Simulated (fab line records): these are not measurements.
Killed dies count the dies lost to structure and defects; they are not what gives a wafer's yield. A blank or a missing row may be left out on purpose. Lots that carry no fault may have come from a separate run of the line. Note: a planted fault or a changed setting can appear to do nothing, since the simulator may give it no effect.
What tool caused it? -- flow gf180mcu -- Sampling: 11 lots, 33 wafers, 6 of 602 route steps

WHAT THE GAUGES SHOWED, per wafer
GF_V4_THK_MEAS_01.
lot,measured,on,V4_CVD_00_THK (nm)
L457,day 23 21:41,film-metro-03,593 591 596
L458,day 24 00:32,film-metro-01,585 579 580
L460,day 24 21:43,film-metro-04,577 575 583
L466,day 26 12:50,film-metro-01,594 594 585
L468,day 27 06:11,film-metro-03,588 592 588
L469,day 27 11:47,film-metro-04,595 583 587
L470,day 27 20:35,film-metro-01,587 592 587
L475,day 29 10:08,film-metro-03,588 581 587
L478,day 30 07:19,film-metro-01,582 576 582
L479,day 30 08:00,film-metro-03,587 586 587
L480,day 30 13:47,film-metro-03,601 594 591

GF_TOP_METAL_RS_MEAS_05: the measuring method here is four-point-probe.
lot,measured,on,TOP_METAL_ALCU_RS (ohm/sq)
L457,day 27 14:58,film-metro-04,0.0327 0.0326 0.0326
L458,day 27 17:50,film-metro-04,0.0326 0.0326 0.0333
L460,day 28 15:51,film-metro-03,0.0332 0.0331 0.0330
L466,day 30 01:38,film-metro-03,0.0662 0.0641 0.0635
L468,day 30 17:08,film-metro-02,0.0623 0.0634 0.0648
L469,day 30 23:22,film-metro-02,0.0333 0.0327 0.0328
L470,day 31 06:31,film-metro-03,0.0330 0.0330 0.0327
L475,day 32 15:11,film-metro-03,0.0324 0.0323 0.0323
L478,day 33 09:44,film-metro-03,0.0331 0.0329 0.0328
L479,day 33 10:01,film-metro-04,0.0328 0.0331 0.0327
L480,day 33 15:07,film-metro-04,0.0333 0.0328 0.0331

GF_TOP_METAL_THK_MEAS_06: measures by xrf.
lot,measured,on,TOP_METAL_ALCU_THK (nm)
L457,day 27 15:04,film-metro-04,914 909 909
L458,day 27 17:58,film-metro-04,909 915 890
L460,day 28 15:58,film-metro-03,897 905 902
L466,day 30 01:46,film-metro-03,450 468 470
L468,day 30 17:16,film-metro-02,483 476 464
L469,day 30 23:29,film-metro-02,903 915 917
L470,day 31 06:38,film-metro-03,908 910 922
L475,day 32 15:19,film-metro-03,922 927 928
L478,day 33 09:50,film-metro-03,902 906 912
L479,day 33 10:08,film-metro-04,912 903 913
L480,day 33 15:13,film-metro-04,891 905 899

GF_PASSIVATION_THK_MEAS_03.
lot,measured,on,PASSIVATION_CVD_02_THK (nm)
L457,day 28 12:02,film-metro-04,691 697 703
L458,day 28 15:26,film-metro-04,697 691 717
L460,day 29 12:26,film-metro-03,694 719 703
L466,day 30 21:51,film-metro-04,676 697 695
L468,day 31 12:13,film-metro-03,681 679 682
L469,day 31 18:01,film-metro-04,687 688 700
L470,day 32 01:10,film-metro-01,704 699 715
L475,day 33 08:26,film-metro-03,712 715 720
L478,day 34 01:59,film-metro-01,712 711 711
L479,day 34 02:45,film-metro-04,703 713 711
L480,day 34 07:43,film-metro-04,675 678 683

TOOL THAT RAN EACH LOT (tool first, then ch and the chambers of the sampled wafers, then the start)
lot,GF_MIM_SPUTTER_03,GF_TOP_METAL_SPUTTER_02
L457,"pvd-sputter-03, day 24 21:50","pvd-sputter-04, day 27 14:51"
L458,"pvd-sputter-01, day 25 00:13","pvd-sputter-02, day 27 17:45"
L460,"pvd-sputter-04, day 25 21:46","pvd-sputter-02, day 28 15:44"
L466,"pvd-sputter-04, day 27 11:35","pvd-sputter-04, day 30 01:33"
L468,"pvd-sputter-04, day 28 04:49","pvd-sputter-04, day 30 17:03"
L469,"pvd-sputter-01, day 28 10:01","pvd-sputter-01, day 30 23:16"
L470,"pvd-sputter-01, day 28 18:00","pvd-sputter-02, day 31 06:25"
L475,"pvd-sputter-04, day 30 07:35","pvd-sputter-02, day 32 15:06"
L478,"pvd-sputter-01, day 31 03:20","pvd-sputter-04, day 33 09:37"
L479,"pvd-sputter-04, day 31 04:26","pvd-sputter-02, day 33 09:55"
L480,"pvd-sputter-04, day 31 09:40","pvd-sputter-02, day 33 15:00"
- GF_MIM_SPUTTER_03: material Ti, target thk 10 nm, time 6.7 s.
- GF_TOP_METAL_SPUTTER_02: material AlCu, target thk 900 nm, time 47.82 s.

WHAT THE TOOLS THEMSELVES READ (means of the sampled wafers that have a number; where no wafer has one, the mark that the record gives instead)
GF_MIM_SPUTTER_03.
lot,tool,cathode-dc-power-W (W),throttle-valve-pct (%)
L457,pvd-sputter-03,2999.8,30.2
L458,pvd-sputter-01,2999.9,31.0
L460,pvd-sputter-04,3000.5,30.4
L466,pvd-sputter-04,2999.8,31.3
L468,pvd-sputter-04,2999.8,31.3
L469,pvd-sputter-01,3000.2,30.6
L470,pvd-sputter-01,3000.0,30.6
L475,pvd-sputter-04,2999.9,31.5
L478,pvd-sputter-01,2999.8,31.2
L479,pvd-sputter-04,2999.9,30.5
L480,pvd-sputter-04,3000.0,31.2

GF_TOP_METAL_SPUTTER_02.
lot,tool,cathode-dc-power-W (W),throttle-valve-pct (%)
L457,pvd-sputter-04,10598,30.9
L458,pvd-sputter-02,10600,29.2
L460,pvd-sputter-02,10601,30.3
L466,pvd-sputter-04,10601,30.8
L468,pvd-sputter-04,10600,31.0
L469,pvd-sputter-01,10600,31.6
L470,pvd-sputter-02,10598,29.3
L475,pvd-sputter-02,10600,28.8
L478,pvd-sputter-04,10598,31.1
L479,pvd-sputter-02,10601,29.1
L480,pvd-sputter-02,10599,30.5

THE ANSWER, worked out from the rows above alone
Rule: usual is defined by the lots themselves. Put in order of their means at a reading, lots are off if they are a third of the lots or fewer, leave a main group of 4 or more, and stand apart from it by a gap of 3 or more times the standard deviation of the main group's means; of several such gaps the widest counts. If all means in a main group match to the digits the tables above print for the reading, that group is not used. A lot without any number at a reading at which 4 lots or more have one is off too. All remaining lots with rows at the step are treated as sound. First the gauges in route order, then the tools' own readings, where a lot's mean is used as printed above. At the first step where some lot is off, the reading lying furthest off is the one used; lots without a number count as furthest.
Off: at GF_TOP_METAL_RS_MEAS_05 (TOP_METAL_ALCU_RS), L466, L468. The main group has a mean of 0.0328 ohm/sq with a standard deviation of 0.00022.
If a tool, at a process step before that reading, ran all the lots that are off and no sound lot after the first of them, it fits. Gauges at GF_TOP_METAL_RS_MEAS_05: tried the same way as those tools. No candidate that was tried fits.

WHAT THE SIMULATOR HAD INSERTED
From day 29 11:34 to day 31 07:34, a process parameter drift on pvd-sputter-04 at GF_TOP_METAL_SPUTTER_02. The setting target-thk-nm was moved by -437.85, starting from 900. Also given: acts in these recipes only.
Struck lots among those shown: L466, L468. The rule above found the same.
